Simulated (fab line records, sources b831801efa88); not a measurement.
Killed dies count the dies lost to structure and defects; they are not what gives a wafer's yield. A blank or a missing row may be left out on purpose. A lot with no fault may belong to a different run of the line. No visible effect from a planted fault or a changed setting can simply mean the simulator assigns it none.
The tool behind it: which one? :: flow gf180mcu :: 11 lots with 33 wafers sampled at 3 steps, on a route of 602 steps

## WHAT THE GAUGES SHOWED, per wafer
GF_PSD_RS_MEAS_14: a four-point-probe measurement.
lot: L910
measured: day 14 08:13
on: film metro-03
NSD_RS (ohm/sq): 46.06 46.00 45.99

lot: L911
measured: day 14 09:11
on: film metro-03
NSD_RS (ohm/sq): 46.16 45.98 45.95

lot: L915
measured: day 15 18:16
on: film metro-03
NSD_RS (ohm/sq): 45.95 45.95 46.03

lot: L917
measured: day 16 10:58
on: film metro-03
NSD_RS (ohm/sq): 46.07 46.10 46.00

lot: L919
measured: day 17 02:23
on: film metro-03
NSD_RS (ohm/sq): 44.97 44.95 44.99

lot: L920
measured: day 17 13:31
on: film metro-01
NSD_RS (ohm/sq): 45.05 44.98 45.01

lot: L926
measured: day 20 01:18
on: film metro-04
NSD_RS (ohm/sq): 46.15 46.27 46.18

lot: L928
measured: day 20 15:37
on: film metro-04
NSD_RS (ohm/sq): 45.95 46.08 46.07

lot: L930
measured: day 21 06:49
on: film metro-04
NSD_RS (ohm/sq): 46.07 46.26 46.22

lot: L931
measured: day 21 12:26
on: film metro-01
NSD_RS (ohm/sq): 46.07 46.25 46.24

lot: L932
measured: day 22 10:25
on: film metro-01
NSD_RS (ohm/sq): 46.09 46.17 46.12

## WHICH TOOL RAN EACH LOT (tool, then ch and the chambers of the sampled wafers, then the start)
lot: L910
GF_HV_LDD_ETCHBACK_58: rie diel-04 ch 0,2,3, day 12 16:18
GF_PSD_RTA_13: rtp anneal-02 ch 0, day 14 08:08

lot: L911
GF_HV_LDD_ETCHBACK_58: rie diel-03 ch 1,2,3, day 12 16:41
GF_PSD_RTA_13: rtp anneal-01 ch 0, day 14 09:07

lot: L915
GF_HV_LDD_ETCHBACK_58: rie diel-03 ch 0,2,3, day 13 23:43
GF_PSD_RTA_13: rtp anneal-02 ch 0, day 15 18:10

lot: L917
GF_HV_LDD_ETCHBACK_58: rie diel-01 ch 0,1,3, day 14 15:17
GF_PSD_RTA_13: rtp anneal-02 ch 0, day 16 10:53

lot: L919
GF_HV_LDD_ETCHBACK_58: rie diel-03 ch 0,2, day 15 05:45
GF_PSD_RTA_13: rtp anneal-02 ch 0, day 17 02:18

lot: L920
GF_HV_LDD_ETCHBACK_58: rie diel-04 ch 0,2,3, day 15 15:37
GF_PSD_RTA_13: rtp anneal-02 ch 0, day 17 13:26

lot: L926
GF_HV_LDD_ETCHBACK_58: rie diel-01 ch 0,1, day 18 01:16
GF_PSD_RTA_13: rtp anneal-01 ch 0, day 20 01:13

lot: L928
GF_HV_LDD_ETCHBACK_58: rie diel-04 ch 0,1,2, day 18 15:13
GF_PSD_RTA_13: rtp anneal-02 ch 0, day 20 15:32

lot: L930
GF_HV_LDD_ETCHBACK_58: rie diel-01 ch 0,2,3, day 19 05:45
GF_PSD_RTA_13: rtp anneal-01 ch 0, day 21 06:43

lot: L931
GF_HV_LDD_ETCHBACK_58: rie diel-03 ch 1,2,3, day 19 10:41
GF_PSD_RTA_13: rtp anneal-02 ch 0, day 21 12:21

lot: L932
GF_HV_LDD_ETCHBACK_58: rie diel-01 ch 0,2, day 20 10:04
GF_PSD_RTA_13: rtp anneal-01 ch 0, day 22 10:20
- GF_HV_LDD_ETCHBACK_58: etches Si3N4 in CH3F/O2, stops on SiO2, time 100 s, target depth 90 nm.
- GF_PSD_RTA_13: time 20 s.

## THE ANSWER, worked out from the rows above alone
Rule: what is usual is taken from the lots themselves. The widest of any qualifying gaps counts: lots, ordered by their means at a reading, are off when they make up no more than a third of the lots, leave a main group of 4 or more, and stand apart from it by 3 or more times the standard deviation of that group's means. A main group whose means are all the same, to the digits that the tables above print for the reading, isn't used. A lot without any number at a reading at which 4 lots or more have one is off too. All remaining lots with rows at the step are treated as sound.
Off: at GF_PSD_RS_MEAS_14 (NSD_RS), L919, L920. The main group: mean 46.09 ohm/sq, standard deviation 0.08.
If a tool, at a process step before that reading, ran all the lots that are off and no sound lot after the first of them, it fits. Gauges at GF_PSD_RS_MEAS_14: tried the same way as those tools. Not one of the candidates tried fits.

## WHAT WAS PUT IN BY THE SIMULATOR
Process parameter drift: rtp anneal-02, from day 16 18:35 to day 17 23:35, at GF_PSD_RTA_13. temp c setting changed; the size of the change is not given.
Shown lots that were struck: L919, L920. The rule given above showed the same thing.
